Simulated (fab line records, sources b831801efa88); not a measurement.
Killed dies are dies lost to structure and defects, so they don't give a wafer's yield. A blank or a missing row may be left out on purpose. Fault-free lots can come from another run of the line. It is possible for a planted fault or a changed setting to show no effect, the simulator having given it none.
fab line records | flow gf180mcu
record lots=6 wafers=18 lastDay=32
route steps=602 shown MVSD@70 MVPSD@78
lots that met no fault: from a run of the same line without faults
startH: hours from the record's first day to the start of the lot's first wafer shown | waitH: how many hours have passed since the lot's step before this one | " same as the row above | L1.1+2: a row that stands for several wafers | - either no value or no given start | * or withheld: withheld | < > ~ a bound
route shown NAME@n: NAME is a module with steps in the file, n the number in the route of the first one | usual: mean/standard deviation taken from wafers without a fault | same: alike in all rows | chamber/n: place in a boat | sites: per-site readings | _std_site: the values' standard deviation | _edge_site: inner sites' mean taken away from outer sites' mean | radiusMm: how far each site lies from the wafer's centre | mask NAME#n: copy n | behind: the most recent tool/chamber to have shaped the wafer | hold: reason for holding the lot/hours on hold/outcome of the hold | device: the n, p or np transistor that did not switch | end of line: the same wafers' tests at the end of the route | where a step has no rows: the recipe by itself | killed: at the first sort, the dies lost to defects and structure; wafer yield is something else | map: per-die view of a wafer (x killed, . not killed, _ where there is no die)
set.NAME: setting as actually run; set.NAME@STEP: the setting as run at that earlier step | model.NAME: the simulator's own value behind a step, which no gauge read
lots at some steps of the route; a table a step, a row a wafer
services: from which hour (startH, from the record's first day; less than 0 if before it) a tool's chamber was out of use, for how many hours, and why
## steps
# step GF_MVSD_EXPOSE_04
# recipe maskId=MVSD targetCdNm=1000 na=0.6 sourceShape=conventional sigmaOuter=0.6 doseMj=260
# step GF_MVSD_PEB_05
# recipe tempC=115 timeS=withheld
# step GF_MVSD_DEVELOP_06
# recipe wallAngleDeg=90 developTimeS=60 devTempC=23
# step GF_MVSD_OVL_MEAS_07
# usual MVSD_OVL=0.7/1.8
# columns lot.wafer tool chamber startH waitH MVSD_OVL[nm]
L217.3 overlay-01 - 92.90 - 1.4
L217.5 " - " " 0.9
L217.6 " - " " 1.6
L222.3 overlay-02 - 118.98 - -0.9
L222.4 " - " " 0.7
L222.6 " - " " -0.1
L223.1 overlay-01 - 122.40 - -1.2
L223.4 " - " " -0.8
L223.5 " - " " 1.2
L227.3 overlay-01 - 144.25 - 1.1
L227.4 " - " " 0.6
L227.6 " - " " -0.6
L229.1 overlay-02 - 158.94 - 1.3
L229.4 " - " " 2.5
L229.6 " - " " 2.3
L230.4 overlay-01 - 163.33 - 1.4
L230.5 " - " " 2.7
L230.6 " - " " 1.1
# step GF_MVSD_IMPLANT_08
# recipe species=P energyKev=400 doseCm2=1.6e+13 tiltDeg=0
# step GF_MVSD_IMPLANT_09
# recipe species=P energyKev=100 doseCm2=5e+12 tiltDeg=0
# step GF_MVSD_STRIP_10
# recipe chemistry=O2/N2 powerW=1400 pressureMtorr=1500 platenTempC=250 o2FlowSccm=3000 n2FlowSccm=300 overashFraction=0.5
# usual drypumpMotorCurrentA=5.5/0.54 heaterPowerW=354/25 oesProductAu=0.723/0.0047 stripTimeToEndpointS=36.95/0.098
# columns lot.wafer tool chamber startH waitH drypumpMotorCurrentA heaterPowerW oesProductAu rfHoursCounterH stripTimeToEndpointS
L217.3 plasmaAsher-02 1 93.26 0.1 6.2 330 0.720 - 37.11
L217.5 " 0 " " 4.7 373 0.723 - 37.01
L217.6 " 1 " " 6.2 320 0.719 - 37.17
L222.3 plasmaAsher-01 0 119.33 0.1 5.2 317 0.730 - 36.85
L222.4 " 1 " " 5.6 369 0.730 - 36.85
L222.6 " 0 " " 5.2 317 0.722 - 36.73
L223.1 plasmaAsher-02 1 122.73 0.1 6.2 314 0.724 35 36.89
L223.4 " 1 " " 6.2 326 0.718 - 37.04
L223.5 " 0 " " 4.7 381 0.722 - 36.98
L227.3 plasmaAsher-04 0 144.61 0.1 5.1 357 0.722 - 37.09
L227.4 " 1 " " 6.1 377 0.727 - 37.17
L227.6 " 1 " " 6.1 384 0.725 - 37.13
L229.1 plasmaAsher-04 1 159.28 0.1 6.1 370 0.722 49 36.86
L229.4 " 0 " " 5.1 362 0.729 - 36.78
L229.6 " 0 " " 5.1 364 0.729 - 36.79
L230.4 plasmaAsher-01 0 163.68 0.1 5.2 326 0.723 - 36.90
L230.5 " 1 " " 5.6 362 0.718 - 36.97
L230.6 " 0 " " 5.2 316 0.723 - 36.97
# step GF_MVSD_TW_MEAS_11
# usual MVSD_TW=1574/9.1
# columns lot.wafer tool chamber startH waitH MVSD_TW
L217.3 filmMetro-01 - 93.35 0.1 1573
L217.5 " - " " 1566
L217.6 " - " " 1563
L222.3 filmMetro-01 - 119.42 0.1 1560
L222.4 " - " " 1559
L222.6 " - " " 1573
L223.1 filmMetro-04 - 122.83 0.1 1571
L223.4 " - " " 1573
L223.5 " - " " 1576
L227.3 filmMetro-01 - 144.70 0.1 1556
L227.4 " - " " 1560
L227.6 " - " " 1566
L229.1 filmMetro-04 - 159.38 0.1 1569
L229.4 " - " " 1570
L229.6 " - " " 1566
L230.4 filmMetro-04 - 163.78 0.1 1569
L230.5 " - " " 1568
L230.6 " - " " 1566
# step GF_MVPSD_DEHYDRATE_00
# recipe tempC=200 timeS=60
# step GF_MVPSD_HMDS_01
# recipe primeTimeS=60 primeTempC=120
# step GF_MVPSD_COAT_02
# recipe spinRpm=2000 resistThkNm=3000
# step GF_MVPSD_SOFTBAKE_03
# recipe tempC=110 timeS=withheld
# step GF_MVPSD_EXPOSE_04
# recipe maskId=MVPSD targetCdNm=1000 na=0.6 sourceShape=conventional sigmaOuter=0.6 doseMj=260
# columns lot.wafer tool chamber startH waitH mask model.MVPSD.overlayXNm
L217.3+5+6 ilineStepper-01 0 100.55 - MVPSD#0 -0.01172
L222.3+4+6 ilineStepper-01 0 126.60 - MVPSD#0 0.314
L223.1+4+5 ilineStepper-02 0 130.07 - MVPSD#0 231.9
L227.3+4+6 ilineStepper-02 0 153.03 - MVPSD#0 232.3
L229.1+4+6 ilineStepper-01 0 167.36 - MVPSD#0 -0.2744
L230.4+5+6 ilineStepper-01 0 171.90 - MVPSD#0 0.2352
# step GF_MVPSD_PEB_05
# recipe tempC=115 timeS=withheld
# step GF_MVPSD_DEVELOP_06
# recipe wallAngleDeg=90 developTimeS=60 devTempC=23
# step GF_MVPSD_OVL_MEAS_07
# usual MVPSD_OVL=2.4/1.1
# columns lot.wafer tool chamber startH waitH hold MVPSD_OVL[nm]
L217.3 overlay-02 - 106.90 - - 2.7
L217.5 " - " " - 2.2
L217.6 " - " " - 1.7
L222.3 overlay-02 - 134.00 - - 2.1
L222.4 " - " " - 2.6
L222.6 " - " " - 1.9
L223.1 overlay-02 - 137.24 - awaitDispo/0.2h/release 234.2
L223.4 " - " " awaitDispo/0.2h/release 234.6
L223.5 " - " " awaitDispo/0.2h/release 233.6
L223.1 overlay-02 - 137.44 0.2 - 233.2
L223.4 " - " " - 232.9
L223.5 " - " " - 232.4
L227.3 overlay-02 - 160.73 - awaitDispo/0.2h/release 234.6
L227.4 " - " " awaitDispo/0.2h/release 235.1
L227.6 " - " " awaitDispo/0.2h/release 235.4
L227.3 overlay-02 - 160.93 0.2 - 233.5
L227.4 " - " " - 233.7
L227.6 " - " " - 234.3
L229.1 overlay-01 - 175.49 - - 2.4
L229.4 " - " " - 1.2
L229.6 " - " " - 2.1
L230.4 overlay-01 - 179.83 - - 1.3
L230.5 " - " " - 2.1
L230.6 " - " " - 4.4
## services
# columns tool chamber startH hours kind
ilineStepper-02 - 79.31 3.2 repair
ilineStepper-01 - 85.60 0.6 repair
ilineStepper-02 - 98.41 6.6 repair
plasmaAsher-04 - 103.05 14.6 pm
plasmaAsher-04 - 131.45 0.5 repair
## key
firstSign step=GF_MVPSD_OVL_MEAS_07 reading=visit direction=added
effect step=GF_MVPSD_OVL_MEAS_07 reading=MVPSD_OVL direction=up sigmas=99+ usual=2.4 struck=234.6
modelEffect step=GF_MVPSD_EXPOSE_04 value=MVPSD.overlayXNm without=0.5175 struck=232.1
metAt GF_MVPSD_EXPOSE_04
struckWafers L223.1,L223.4,L223.5,L227.3,L227.4,L227.6
scrappedBehind GF_MVPSD_OVL_MEAS_07 L223.1,L223.4,L223.5,L227.3,L227.4,L227.6
fault kind=scannerMatchingOverlay tool=ilineStepper-02 chamber=- onsetH=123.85 steps=GF_MVPSD_EXPOSE_04 offset=231.57
